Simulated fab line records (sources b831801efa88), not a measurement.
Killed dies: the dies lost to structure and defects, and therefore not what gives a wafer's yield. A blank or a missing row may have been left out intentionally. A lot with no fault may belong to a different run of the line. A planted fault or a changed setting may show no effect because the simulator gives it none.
Which tool did it? + flow gf180mcu + 42 wafers from 14 lots sampled at 4 of the route's 602 steps

WHAT EACH GAUGE READ, for each wafer
GF_M5_OVL_MEAS_08.
| lot  | measured     | on         | M5_OVL (nm) |
|------|--------------|------------|-------------|
| L562 | day 26 05:32 | overlay-02 | 3 1 -7      |
| L563 | day 26 08:15 | overlay-01 | -8 -17 -11  |
| L564 | day 26 19:07 | overlay-02 | -8 0 5      |
| L565 | day 27 04:44 | overlay-02 | -1 5 3      |
| L567 | day 27 14:52 | overlay-01 | 2 -4 1      |
| L568 | day 28 01:03 | overlay-01 | 0 -1 3      |
| L569 | day 28 14:42 | overlay-01 | 1 -4 -5     |
| L570 | day 28 15:28 | overlay-02 | -6 -6 -8    |
| L571 | day 29 02:18 | overlay-02 | -8 -6 -4    |
| L578 | day 31 05:07 | overlay-01 | 0 0 -4      |
| L580 | day 31 12:01 | overlay-02 | -12 3 1     |
| L581 | day 31 19:04 | overlay-02 | 0 1 2       |
| L582 | day 32 01:42 | overlay-01 | 2 0 3       |
| L583 | day 32 14:37 | overlay-02 | -7 -9 -7    |

WHICH TOOL RAN EACH LOT (tool, then ch and the chambers of the sampled wafers, then the start)
| lot  | GF_STI_WET_ETCH_17             | GF_MIM_SPUTTER_09            | GF_MIM_METAL_ETCH_19              |
|------|--------------------------------|------------------------------|-----------------------------------|
| L562 | wet-bench-01 ch 1, day 2 02:32 | pvd-sputter-02, day 24 10:50 | rie-metal-01 ch 0,1, day 25 07:53 |
| L563 | wet-bench-01 ch 1, day 2 06:32 | pvd-sputter-03, day 24 13:14 | rie-metal-01 ch 0,1, day 25 10:05 |
| L564 | wet-bench-01 ch 1, day 2 12:15 | pvd-sputter-02, day 25 00:13 | rie-metal-03 ch 0,1, day 25 22:12 |
| L565 | wet-bench-02 ch 2, day 2 16:23 | pvd-sputter-03, day 25 10:34 | rie-metal-03 ch 0,1, day 26 08:00 |
| L567 | wet-bench-01 ch 2, day 3 03:29 | pvd-sputter-02, day 25 22:07 | rie-metal-03 ch 0,1, day 26 18:24 |
| L568 | wet-bench-01 ch 1, day 3 08:18 | pvd-sputter-02, day 26 08:55 | rie-metal-03 ch 0,1, day 27 04:48 |
| L569 | wet-bench-02 ch 0, day 3 13:16 | pvd-sputter-02, day 26 22:48 | rie-metal-04 ch 1, day 27 18:38   |
| L570 | wet-bench-01 ch 2, day 3 19:08 | pvd-sputter-03, day 26 23:04 | rie-metal-03 ch 0,1, day 27 19:34 |
| L571 | wet-bench-01 ch 3, day 4 01:45 | pvd-sputter-01, day 27 10:13 | rie-metal-01 ch 0, day 28 05:56   |
| L578 | wet-bench-04 ch 0, day 5 14:23 | pvd-sputter-02, day 29 15:58 | rie-metal-03 ch 1, day 30 10:41   |
| L580 | wet-bench-04 ch 2, day 5 23:19 | pvd-sputter-01, day 30 00:07 | rie-metal-03 ch 1, day 30 17:35   |
| L581 | wet-bench-04 ch 0, day 6 03:22 | pvd-sputter-01, day 30 08:23 | rie-metal-03 ch 1, day 31 01:33   |
| L582 | wet-bench-02 ch 0, day 6 07:34 | pvd-sputter-01, day 30 14:39 | rie-metal-01 ch 0, day 31 08:16   |
| L583 | wet-bench-02 ch 0, day 6 15:34 | pvd-sputter-03, day 31 04:48 | rie-metal-01 ch 0,1, day 31 20:59 |
- GF_STI_WET_ETCH_17: etches Si3N4 in H3PO4, target depth 45 nm, time 514 s.
- GF_MIM_SPUTTER_09: material TiN, target thk 35 nm, time 30.2 s.
- GF_MIM_METAL_ETCH_19: etches the open film in Cl2/BCl3, stops on Si3N4, target depth 324.5 nm, time 54.1 s.

WHAT THE TOOLS THEMSELVES READ (means of the sampled wafers that have a number; where no wafer has one, the mark that the record gives instead)
GF_MIM_SPUTTER_09.
| lot  | tool           | throttle-valve-pct (%) |
|------|----------------|------------------------|
| L562 | pvd-sputter-02 | 30.1                   |
| L563 | pvd-sputter-03 | 30.8                   |
| L564 | pvd-sputter-02 | 30.2                   |
| L565 | pvd-sputter-03 | 31.0                   |
| L567 | pvd-sputter-02 | 30.5                   |
| L568 | pvd-sputter-02 | 30.2                   |
| L569 | pvd-sputter-02 | 31.5                   |
| L570 | pvd-sputter-03 | 30.4                   |
| L571 | pvd-sputter-01 | 28.2                   |
| L578 | pvd-sputter-02 | 30.6                   |
| L580 | pvd-sputter-01 | 28.2                   |
| L581 | pvd-sputter-01 | 28.6                   |
| L582 | pvd-sputter-01 | 29.2                   |
| L583 | pvd-sputter-03 | 29.5                   |

GF_MIM_METAL_ETCH_19.
| lot  | tool         | drypump-motor-current-A (A) | oes-product-au (a.u.) | throttle-valve-pct (%) |
|------|--------------|-----------------------------|-----------------------|------------------------|
| L562 | rie-metal-01 | 5.78                        | 0.956                 | 28.275                 |
| L563 | rie-metal-01 | 5.83                        | 0.943                 | 28.282                 |
| L564 | rie-metal-03 | 6.12                        | 0.947                 | 28.274                 |
| L565 | rie-metal-03 | 5.82                        | 0.948                 | 28.272                 |
| L567 | rie-metal-03 | 6.08                        | 0.947                 | 28.275                 |
| L568 | rie-metal-03 | 6.04                        | 0.942                 | 28.278                 |
| L569 | rie-metal-04 | 5.29                        | 0.942                 | 28.289                 |
| L570 | rie-metal-03 | 5.81                        | 0.946                 | 28.269                 |
| L571 | rie-metal-01 | 5.77                        | 0.940                 | 28.274                 |
| L578 | rie-metal-03 | 5.54                        | 0.948                 | 28.279                 |
| L580 | rie-metal-03 | 5.52                        | 0.941                 | 28.278                 |
| L581 | rie-metal-03 | 5.56                        | 0.949                 | 28.276                 |
| L582 | rie-metal-01 | 5.77                        | 0.951                 | 28.286                 |
| L583 | rie-metal-01 | 5.78                        | 0.942                 | 28.272                 |

THE ANSWER, worked out from the rows above alone
Rule: the usual values come from the lots themselves. The widest of any qualifying gaps counts: lots, ordered by their means at a reading, are off when they make up no more than a third of the lots, leave a main group of 4 or more, and stand apart from it by 3 or more times the standard deviation of that group's means. A main group whose means are all the same, to the digits that the tables above print for the reading, isn't used. A lot without any number at a reading at which 4 lots or more have one is off too. Where the step has rows for the other lots, those lots are counted as sound. After the gauges, taken in route order, come the tools' own readings; for these a lot's mean is taken, as printed above. The first step at which some lot is off is used, and at that step the reading that is off furthest; a lot without a number counts as furthest.
None of the lots is off at any reading shown; this tells nothing.

WHAT THE SIMULATOR PUT IN
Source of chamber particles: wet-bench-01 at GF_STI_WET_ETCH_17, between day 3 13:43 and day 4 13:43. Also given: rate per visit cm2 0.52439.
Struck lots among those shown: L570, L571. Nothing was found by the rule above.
